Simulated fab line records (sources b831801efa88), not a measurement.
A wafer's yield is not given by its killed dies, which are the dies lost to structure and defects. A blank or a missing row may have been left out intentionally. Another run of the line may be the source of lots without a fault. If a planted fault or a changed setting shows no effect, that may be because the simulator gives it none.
A lot that was struck, set against a sound lot + flow sfq_line + 41 out of 325 route steps
Sound: these wafers, L821.1, L821.3, L821.5. Wafers L831.3, L831.4, L831.6 were the ones struck. The cause is named last.
At each step with rows: each side's tool, then ch and its chambers, then its first start. Under that, the readings that differ: sound wafers + struck wafers + difference of the means + sigmas: that difference in standard deviations of wafers without a fault.
alike: a reading whose means differ by less than 2 such deviations, as well as words and numbers matching on both sides. not compared: withheld readings; readings where some wafer has no value; bounds like >300 that might hide an equal value; numbers whose values overlap and for which the record gives no deviation.
Wherever a step has rows on one side only, a row that says differs or no value, or a row with sigmas, the two part there. When numbers do not overlap yet have no deviation, they are printed without sigmas and do not part them. Lack of a reading on every wafer of one side parts them only where that side has two or more wafers.

SFQ_I1_OVL_MEAS_913:
  sound: overlay-02 at day 33 08:22; struck: overlay-01 at day 38 04:18
  alike: I1_OVL
then, 5 steps without rows for these wafers: SFQ_TRILAYER_I1_VIA_BARC_OPEN_VIA_ETCH_071 (etches BARC in O2, target depth 125 nm, time 41.7 s); SFQ_TRILAYER_I1_VIA_ETCH_VIA_ETCH_052 (etches SiO2 in CHF3, stops on Nb, target depth 260 nm); SFQ_TRILAYER_I1_VIA_STRIP_STRIP_053 (strips in O2); SFQ_TRILAYER_I1_VIA_STRIP_SOLV_CLEAN_054 (cleans in NMP, time 600 s); SFQ_TRILAYER_M2_DEP_PRE_CLEAN_056 (time 22.5 s).
SFQ_TRILAYER_M2_DEP_SPUTTER_055: material Nb, target thk 200 nm, time 133.3 s.
  sound: pvd_sputter-03 at day 33 09:22; struck: pvd_sputter-06 at day 38 05:17
  alike: throttle_valve_pct
SFQ_M2_RS_MEAS_914: uses a four-point probe to measure.
  sound: film_metro-02 at day 33 09:27; struck: film_metro-02 at day 38 05:25
| reading           | sound             | struck            | difference | sigmas |
|-------------------|-------------------|-------------------|------------|--------|
| M2_NB_RS (ohm/sq) | 0.894 0.886 0.895 | 0.917 0.911 0.920 | +0.024     | +2     |
then, 3 steps without rows for these wafers: SFQ_TRILAYER_M2_LITHO_COAT_062 (resist thk 62 nm); SFQ_TRILAYER_M2_LITHO_COAT_057 (resist thk 600 nm); SFQ_TRILAYER_M2_LITHO_SOFTBAKE_061.
-- the record jumps here: 6 days lie between the struck wafers' starts before and after --
SFQ_TRILAYER_M2_LITHO_EXPOSE_058: exposes mask M2, target cd 500 nm.
  sound on krf_scanner-02 ch 0, day 39 12:31; struck on krf_scanner-01 ch 0, day 44 14:58
| reading                    | sound             | struck            | difference | sigmas |
|----------------------------|-------------------|-------------------|------------|--------|
| model.M2.overlay_x_nm (nm) | 3.047 3.047 3.047 | 88.61 88.61 88.61 | +85.56     |        |
  alike: mask
then, 2 steps without rows for these wafers: SFQ_TRILAYER_M2_LITHO_PEB_060 (peb time 60 s); SFQ_TRILAYER_M2_LITHO_DEVELOP_059 (time 60 s).
SFQ_M2_OVL_MEAS_916:
  sound: overlay-01 at day 39 14:01; struck: overlay-01 at day 44 16:05
| reading     | sound   | struck   | difference | sigmas |
|-------------|---------|----------|------------|--------|
| M2_OVL (nm) | -2 4 -1 | 89 84 85 | +86        | +16    |
SFQ_TRILAYER_M2_BARC_OPEN_METAL_ETCH_077: etches BARC in O2, target depth 125 nm, time 41.7 s.
  sound on rie_metal-03 ch 0,1, day 39 14:03; struck on rie_metal-01 ch 0,1, day 44 16:07
  alike: drypump_motor_current_A, oes_product_au
  not compared: rf_hours_counter_h
then, 1 step without rows for these wafers: SFQ_TRILAYER_M2_ETCH_METAL_ETCH_060 (etches Nb in Cl2/Ar, stops on SiO2, target depth 240 nm, time 120 s).
SFQ_TRILAYER_M2_STRIP_STRIP_061: strips in O2.
  sound on rie_metal-03 ch 0,1, day 39 14:14; struck on rie_metal-01 ch 0,1, day 44 16:29
  alike: drypump_motor_current_A, oes_product_au
  not compared: rf_hours_counter_h
then, 3 steps without rows for these wafers: SFQ_TRILAYER_M2_STRIP_SOLV_CLEAN_062 (cleans in NMP, time 600 s); SFQ_TRILAYER_I2_DEP_PECVD_063 (deposits SiO2 from SiH4/N2O, time 111.11 s, target thk 500 nm); SFQ_TRILAYER_I2_CMP_CMP_064 (polishes SiO2).
SFQ_I2_BOW_MEAS_917:
  sound: film_metro-01 at day 39 18:05; struck: film_metro-01 at day 44 22:04
  alike: I2_BOW
then, 7 steps without rows for these wafers: SFQ_TRILAYER_I2_METRO_MEASURE_065; SFQ_TRILAYER_I2_VIA_LITHO_COAT_072 (resist thk 62 nm); SFQ_TRILAYER_I2_VIA_LITHO_COAT_067 (resist thk 650 nm); SFQ_TRILAYER_I2_VIA_LITHO_SOFTBAKE_071; SFQ_TRILAYER_I2_VIA_LITHO_EXPOSE_068 (exposes mask I2, target cd 500 nm); SFQ_TRILAYER_I2_VIA_LITHO_PEB_070 (peb time 60 s); SFQ_TRILAYER_I2_VIA_LITHO_DEVELOP_069 (time 60 s).
-- the record jumps here: 6 days lie between the struck wafers' starts before and after --
SFQ_I2_OVL_MEAS_918:
  sound: overlay-02 at day 46 04:04; struck: overlay-01 at day 51 00:02
| reading     | sound     | struck | difference | sigmas |
|-------------|-----------|--------|------------|--------|
| I2_OVL (nm) | -11 -8 -9 | 2 9 10 | +16        | +3     |
then, 1 step without rows for these wafers: SFQ_TRILAYER_I2_VIA_BARC_OPEN_VIA_ETCH_096 (etches BARC in O2, target depth 125 nm, time 41.7 s).
SFQ_TRILAYER_I2_VIA_ETCH_VIA_ETCH_070: etches SiO2 in CHF3, stops on Nb, target depth 260 nm.
  sound on rie_diel-03 ch 1,2, day 46 04:08; struck on rie_diel-03 ch 1,2,3, day 51 00:07
| reading               | sound             | struck            | difference | sigmas |
|-----------------------|-------------------|-------------------|------------|--------|
| oes_product_au (a.u.) | 0.847 0.845 0.841 | 0.854 0.853 0.865 | +0.013     | +2     |
  alike: drypump_motor_current_A
then, 3 steps without rows for these wafers: SFQ_TRILAYER_I2_VIA_STRIP_STRIP_071 (strips in O2); SFQ_TRILAYER_I2_VIA_STRIP_SOLV_CLEAN_072 (cleans in NMP, time 600 s); SFQ_TRILAYER_M3_DEP_PRE_CLEAN_074 (time 22.5 s).
SFQ_TRILAYER_M3_DEP_SPUTTER_073: material Nb, target thk 200 nm, time 133.3 s.
  sound: pvd_sputter-05 at day 46 05:05; struck: pvd_sputter-05 at day 51 01:12
  alike: throttle_valve_pct
SFQ_M3_RS_MEAS_919: uses a four-point probe to measure.
  sound: film_metro-03 at day 46 05:10; struck: film_metro-04 at day 51 01:20
  alike: M3_NB_RS
then, 3 steps without rows for these wafers: SFQ_TRILAYER_M3_LITHO_COAT_080 (resist thk 62 nm); SFQ_TRILAYER_M3_LITHO_COAT_075 (resist thk 600 nm); SFQ_TRILAYER_M3_LITHO_SOFTBAKE_079.
-- the record jumps here: 45 days lie between the struck wafers' starts before and after --
SFQ_M8_BOW_MEAS_951:
  sound: film_metro-03 at day 87 05:31; struck: film_metro-01 at day 96 12:33
| reading                 | sound             | struck            | difference | sigmas |
|-------------------------|-------------------|-------------------|------------|--------|
| model.etest.i1.link_ohm | 1.961 1.967 1.964 | 2.038 2.026 2.047 | +0.073     |        |
  alike: M8_BOW

## WHERE THEY PART
Earliest at SFQ_M2_RS_MEAS_914; latest, in this record, at SFQ_TRILAYER_I2_VIA_ETCH_VIA_ETCH_070. Later steps at which nothing parts them and some readings are alike: SFQ_TRILAYER_M3_DEP_SPUTTER_073, SFQ_M3_RS_MEAS_919, SFQ_M8_BOW_MEAS_951.

WHY: what had been put in by the simulator
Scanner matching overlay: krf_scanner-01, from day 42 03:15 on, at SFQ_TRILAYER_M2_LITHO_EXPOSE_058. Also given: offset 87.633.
